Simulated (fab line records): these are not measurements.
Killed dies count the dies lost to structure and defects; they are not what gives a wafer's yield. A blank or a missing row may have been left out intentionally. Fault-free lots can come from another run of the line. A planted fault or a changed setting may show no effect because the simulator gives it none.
Comparing a struck lot with a sound one || flow sky130 || 15 steps out of a route of 708
Sound: the wafers L466.4, L466.5, L466.6. Wafers L459.2, L459.3, L459.4 were the ones struck. The cause is given at the end.
Each step with rows lists, per side, the tool, then ch with its chambers, then its first start. Under that, the readings that differ: sound wafers || struck wafers || difference of the means || sigmas: that difference in standard deviations of wafers without a fault.
alike: words and numbers the same on both sides, and readings whose means are apart by under 2 such deviations; not compared: readings that were withheld, readings missing a value for some wafer, numbers with overlapping values and no deviation given by the record, and bounds like >300 which may hide the same value.
Wherever a step has rows on one side only, a row that says differs or no value, or a row with sigmas, the two part there. Numbers that don't overlap but have no deviation are shown without sigmas and don't part them. A reading missing from all wafers of one side parts the sides only when that side holds two or more wafers.

first, 5 steps without rows for these wafers: SKY_LDD_N_COAT_02 (resist thk 300 nm); SKY_LDD_N_SOFTBAKE_03 (time 60 s); SKY_LDD_N_EXPOSE_04 (exposes mask NTM, target cd 840 nm); SKY_LDD_N_PEB_05; SKY_LDD_N_DEVELOP_06 (develop time 60 s).
SKY_LDD_N_OVL_MEAS_07:
  sound on overlay-01, day 23 19:07; struck on overlay-02, day 21 04:50
  alike: LDD_N_OVL
then, 6 steps without rows for these wafers: SKY_LDD_N_IMPLANT_08; SKY_LDD_N_IMPLANT_09; SKY_LDD_N_IMPLANT_10; SKY_LDD_N_IMPLANT_11; SKY_LDD_N_IMPLANT_12; SKY_LDD_N_IMPLANT_13.
SKY_LDD_N_IMPLANT_14:
  sound on implanter-01 ch 0, day 23 20:06; struck on implanter-03 ch 0, day 21 05:48
{"reading": "rotationDeg (degrees)", "sound": "179.90 179.94 179.94", "struck": "402.32 402.22 402.22", "difference": "+222.33", "sigmas": "+99 or more"}
next, for these wafers, 1 step has no rows: SKY_LDD_N_IMPLANT_15.
-- a jump in the record: the struck wafers' starts before and after are 27 days apart (it breaks off in module LDD_N and resumes in module PAD_OPEN, where the first step shown is number 708 of the route) --
SKY_PAD_OPEN_PROBE_99:
  sound on prober-01, day 49 16:52; struck on prober-02, day 48 04:08
{"reading": "model.etest.nfet_01v8_swapped.offLog10AUm", "sound": "-13.48 -13.39 -13.31", "struck": "-13.05 -13.03 -13.18", "difference": "+0.31", "sigmas": ""}
{"reading": "model.etest.nfet_01v8_lvt.vtSatV (V)", "sound": "0.5531 0.5491 0.5473", "struck": "0.5808 0.5681 0.5815", "difference": "+0.0270", "sigmas": ""}
{"reading": "model.etest.nfet_01v8_swapped.vtSatV (V)", "sound": "0.6733 0.6622 0.6626", "struck": "0.5838 0.5792 0.5824", "difference": -0.0842, "sigmas": ""}
  alike: killed_at_M0_to_M3, killed_at_M4_up, killedAtContacts, killedAtFrontEnd, killedAtOther, killedDies, killedOpen, killedShort
  not compared: model.etest.nfet_01v8.vtSatV, model.etest.sramNfetPass.vtSatV

== WHERE THEY PART ==
SKY_LDD_N_IMPLANT_14 only, going by this record. Later steps at which nothing parts them and some readings are alike: SKY_PAD_OPEN_PROBE_99.

WHY: whatever the simulator had introduced
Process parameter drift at SKY_LDD_N_IMPLANT_14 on implanter-03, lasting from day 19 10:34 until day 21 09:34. From 180, the setting rotationDeg moved by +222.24. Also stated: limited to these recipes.
